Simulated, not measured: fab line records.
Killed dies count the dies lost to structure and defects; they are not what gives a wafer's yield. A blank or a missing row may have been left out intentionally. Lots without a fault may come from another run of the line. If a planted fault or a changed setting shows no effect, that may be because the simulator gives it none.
Comparing a struck lot with a sound one / flow gf180mcu / 17 steps out of a route of 602
Sound: these wafers, L220.1, L220.4, L220.6. Struck: wafer L229.1. (L229.2, L229.5 of the same lot were not struck and are left out.) The cause comes at the end.
Per side, at each step with rows, come the tool, then ch with its chambers, and then its first start. Under that, the readings that differ: sound wafers / struck wafers / difference of the means / sigmas: that difference in standard deviations of wafers without a fault.
alike: words and numbers the same on both sides, and readings whose means are apart by under 2 such deviations; not compared: readings that were withheld, readings missing a value for some wafer, numbers with overlapping values and no deviation given by the record, and bounds like >300 which may hide the same value.
A row with sigmas, a row that says differs or no value, or rows on one side alone: a step with any of these is where the two part. Non-overlapping numbers with no deviation appear without sigmas and do not part them. Lack of a reading on every wafer of one side parts them only where that side has two or more wafers.

first, 4 steps without rows for these wafers: GF_M2_SOFTBAKE_10 (time 60 s); GF_M2_EXPOSE_11 (exposes mask Metal2, target cd 280 nm); GF_M2_PEB_12 (peb time 90 s); GF_M2_DEVELOP_13 (develop time 60 s).
GF_M2_CD_MEAS_14: target cd 280 nm.
  sound on cd_sem-02 at day 20 17:41; struck on cd_sem-01 at day 24 03:28
  alike: cd_nm
GF_M2_OVL_MEAS_15:
  sound on overlay-02 at day 20 17:49; struck on overlay-02 at day 24 03:35
  alike: M2_OVL
GF_M2_METAL_ETCH_16: etches the open film in Cl2/BCl3, stops on SiO2, target depth 750.8 nm, time 125.1 s.
  sound on rie_metal-02 ch 0,1, day 20 17:51; struck on rie_metal-04 ch 1, day 24 03:37
  alike: bcl3_flow_sccm, drypump_motor_current_A, oes_product_au, throttle_valve_pct
  not compared: rf_hours_counter_h
GF_M2_STRIP_17: strips in O2/N2.
  sound on plasma_asher-04 ch 0, day 20 18:01; struck on plasma_asher-03 ch 1, day 24 03:44
  alike: drypump_motor_current_A, heater_power_w, oes_product_au, strip_time_to_endpoint_s
  not compared: rf_hours_counter_h
then, 3 steps without rows for these wafers: GF_M2_STRIP_18 (strips in post etch residue remover, time 1200 s); GF_M2_CLEAN_19 (cleans in DIW); GF_V2_CVD_00 (deposits SiO2, target thk 600 nm, time 100 s).
GF_V2_THK_MEAS_01:
  sound on film_metro-01 at day 20 18:39; struck on film_metro-04 at day 24 04:23
  alike: V2_CVD_00_THK
GF_V2_CVD_02: deposits SiO2 from TEOS, target thk 850 nm, time 94.851 s.
  sound on pecvd-03 ch 0,1,2, day 20 18:43; struck on pecvd-03 ch 2, day 24 04:27
reading=model.SiO2_of_V2_CVD_02.thk_nm (nm); sound=844 864.4 843.5; struck=1136; difference=+285; sigmas=
  alike: heater_power_w
GF_V2_THK_MEAS_03:
  sound on film_metro-04 at day 20 18:46; struck on film_metro-03 at day 24 04:31
reading=V2_CVD_02_THK (nm); sound=844 864 844; struck=1136; difference=+285; sigmas=+26
GF_V2_CMP_04: polishes SiO2.
  sound on cmp-01 ch 2,3, day 20 18:53; struck on cmp-02 ch 3, day 24 04:35
reading=time_to_endpoint_s (s); sound=81 90 81; struck=184; difference=+100; sigmas=+19
  alike: motor_current_A, retaining_ring_pressure_frac
GF_V2_BOW_MEAS_05:
  sound on film_metro-03 at day 20 19:08; struck on film_metro-04 at day 24 04:53
  alike: V2_BOW
GF_PASSIVATION_PROBE_99:
  sound wafers here have rows in the record (prober-01, day 30 07:14); struck ones have none

## WHERE THEY PART
Last at GF_PASSIVATION_PROBE_99 as far as this record goes, first at GF_V2_THK_MEAS_03.

WHY: what the simulator had put in
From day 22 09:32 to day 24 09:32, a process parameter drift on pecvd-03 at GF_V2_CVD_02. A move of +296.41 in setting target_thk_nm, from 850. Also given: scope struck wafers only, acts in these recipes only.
